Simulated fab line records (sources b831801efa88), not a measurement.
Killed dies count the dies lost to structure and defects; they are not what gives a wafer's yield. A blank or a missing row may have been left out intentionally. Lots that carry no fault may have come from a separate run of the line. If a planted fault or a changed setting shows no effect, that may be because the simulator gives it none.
The tool behind it: which one? -- flow gf180mcu -- 13 lots with 39 wafers sampled at 5 steps, on a route of 602 steps

== WHAT THE GAUGES SHOWED, per wafer ==
GF_STI_CD_MEAS_12: the cd target is 220 nm. Usual: 220.0 nm for cd_nm, sd 1.3.
lot,measured,on,cd_nm (nm),flag
L459,day 2 02:26,cd_sem-02,219.6 220.6 219.7,
L460,day 2 07:06,cd_sem-02,219.4 219.1 219.0,
L461,day 2 11:14,cd_sem-01,219.1 218.7 219.7,
L462,day 2 16:02,cd_sem-01,218.7 217.7 219.0,
L463,day 2 21:41,cd_sem-01,221.3 220.3 218.6,
L464,day 3 06:34,cd_sem-01,219.0 219.3 219.1,
L465,day 3 11:45,cd_sem-02,218.4 218.3 218.4,
L466,day 3 17:10,cd_sem-02,220.2 221.1 219.4,
L467,day 3 19:59,cd_sem-01,221.1 219.9 220.9,
L468,day 3 23:15,cd_sem-02,218.3 219.6 219.3,
L469,day 4 04:17,cd_sem-01,220.2 218.6 219.0,
L470,day 4 10:22,cd_sem-02,221.3 220.3 219.9,
L471,day 4 17:09,cd_sem-01,221.5 222.5 221.6,

GF_HV_LDD_TW_MEAS_38. Usual: HV_LDD_3_TW gives 1432 (standard deviation 8.3).
lot,measured,on,HV_LDD_3_TW,flag
L459,day 11 06:27,film_metro-03,1422 1423 1420,
L460,day 12 08:07,film_metro-03,1423 1415 1432,
L461,day 12 16:26,film_metro-03,1431 1420 1412,
L462,day 12 17:22,film_metro-02,1450 1457 1450,
L463,day 13 00:06,film_metro-01,1437 1438 1441,
L464,day 13 06:18,film_metro-03,1428 1438 1428,
L465,day 13 12:36,film_metro-02,1437 1432 1435,
L466,day 14 00:39,film_metro-03,1432 1433 1434,
L467,day 14 16:44,film_metro-01,1313 1310 1307 1312 1308 1319,OFF
L468,day 14 16:08,film_metro-02,1445 1440 1441,
L469,day 14 19:14,film_metro-03,1326 1323 1319 1324 1319 1319,OFF
L470,day 15 05:15,film_metro-01,1319 1314 1316 1320 1312 1309,OFF
L471,day 15 09:21,film_metro-03,1308 1315 1317 1312 1311 1313,OFF

GF_CONTACT_THK_MEAS_26: measures by xrf. Usual: CONTACT_W_THK gives 289 nm (standard deviation 4.8).
lot,measured,on,CONTACT_W_THK (nm),flag
L459,day 15 18:05,film_metro-02,297 295 288,
L460,day 17 01:26,film_metro-02,298 290 288,
L461,day 17 09:16,film_metro-02,297 288 295,
L462,day 17 11:17,film_metro-02,283 296 286,
L463,day 17 18:20,film_metro-02,300 298 287,
L464,day 18 02:04,film_metro-02,293 293 290,
L465,day 18 09:13,film_metro-01,296 293 290,
L466,day 18 22:05,film_metro-01,292 286 287,
L467,day 19 18:49,film_metro-02,290 290 289,
L468,day 19 16:36,film_metro-03,293 296 295,
L469,day 19 20:32,film_metro-02,285 292 281,
L470,day 20 07:59,film_metro-01,281 281 281,
L471,day 20 12:15,film_metro-02,286 287 285,

== WHAT TOOL EACH LOT RAN ON (gives the tool, then ch and the chambers of the sampled wafers, and finally the start) ==
lot,GF_MVPSD_STRIP_10,GF_HV_LDD_IMPLANT_36
L459,"plasma_asher-03 ch 0,1, day 4 23:49","implanter-04 ch 0, day 11 06:15"
L460,"plasma_asher-03 ch 0,1, day 5 15:28","implanter-02 ch 0, day 12 07:52"
L461,"plasma_asher-01 ch 0,1, day 5 21:03","implanter-01 ch 0, day 12 16:11"
L462,"plasma_asher-01 ch 0,1, day 5 21:13","implanter-02 ch 0, day 12 17:08"
L463,"plasma_asher-03 ch 0,1, day 6 01:49","implanter-01 ch 0, day 12 23:51"
L464,"plasma_asher-03 ch 0,1, day 6 08:45","implanter-01 ch 0, day 13 06:03"
L465,"plasma_asher-03 ch 0,1, day 6 14:34","implanter-02 ch 0, day 13 12:21"
L466,"plasma_asher-01 ch 0,1, day 6 22:38","implanter-04 ch 0, day 14 00:26"
L467,"plasma_asher-01 ch 0, day 7 08:13","implanter-01 ch 0, day 14 16:30"
L468,"plasma_asher-01 ch 0,1, day 7 08:27","implanter-04 ch 0, day 14 15:53"
L469,"plasma_asher-04 ch 0,1, day 7 12:40","implanter-01 ch 0, day 14 19:02"
L470,"plasma_asher-01 ch 1, day 7 17:29","implanter-02 ch 0, day 15 05:00"
L471,"plasma_asher-04 ch 0,1, day 8 01:01","implanter-04 ch 0, day 15 09:06"
- GF_MVPSD_STRIP_10: strips in O2/N2.
- GF_HV_LDD_IMPLANT_36

== WHAT THE TOOLS THEMSELVES READ (means of the sampled wafers that have a number; where no wafer has one, the mark that the record gives instead) ==
GF_MVPSD_STRIP_10. Usual: drypump_motor_current_A 5.9 A, standard deviation 0.48; heater_power_w 335 W, standard deviation 34; oes_product_au 0.723 a.u., standard deviation 0.0046; strip_time_to_endpoint_s 36.97 s, standard deviation 0.094.
lot,tool,drypump_motor_current_A (A),heater_power_w (W),oes_product_au (a.u.),strip_time_to_endpoint_s (s),flag
L459,plasma_asher-03,6.2,358,0.728,36.99,
L460,plasma_asher-03,6.2,359,0.723,37.10,
L461,plasma_asher-01,5.9,313,0.718,37.07,
L462,plasma_asher-01,5.7,350,0.721,37.01,
L463,plasma_asher-03,6.5,353,0.725,37.00,
L464,plasma_asher-03,6.5,356,0.723,37.05,
L465,plasma_asher-03,6.2,359,0.723,36.88,
L466,plasma_asher-01,5.9,315,0.716,37.04,
L467,plasma_asher-01,6.0,285,0.720,36.97,
L468,plasma_asher-01,5.7,351,0.724,36.90,
L469,plasma_asher-04,5.5,312,0.722,37.10,
L470,plasma_asher-01,5.6,379,0.723,36.91,
L471,plasma_asher-04,5.4,308,0.717,36.93,

== THE ANSWER, worked out from the rows above alone ==
Rule: a lot is off if the mean of its wafers that have a number lies more than 3 standard deviations from the usual mean. Also off: a lot with no number at a reading for which 4 or more lots have one. All remaining lots with rows at the step are treated as sound. The gauges are gone through in route order, then the tools' own readings, and for those a lot's mean is taken as printed above. At the first step where some lot is off, the reading lying furthest off is the one used; lots without a number count as furthest.
Off: L467, L469, L470, L471, at GF_HV_LDD_TW_MEAS_38 (HV_LDD_3_TW).
If a tool, at a process step before that reading, ran all the lots that are off and no sound lot after the first of them, it fits. Gauges at GF_HV_LDD_TW_MEAS_38: tried the same way as those tools. No candidate that was tried fits.

== WHAT WAS PUT IN BY THE SIMULATOR ==
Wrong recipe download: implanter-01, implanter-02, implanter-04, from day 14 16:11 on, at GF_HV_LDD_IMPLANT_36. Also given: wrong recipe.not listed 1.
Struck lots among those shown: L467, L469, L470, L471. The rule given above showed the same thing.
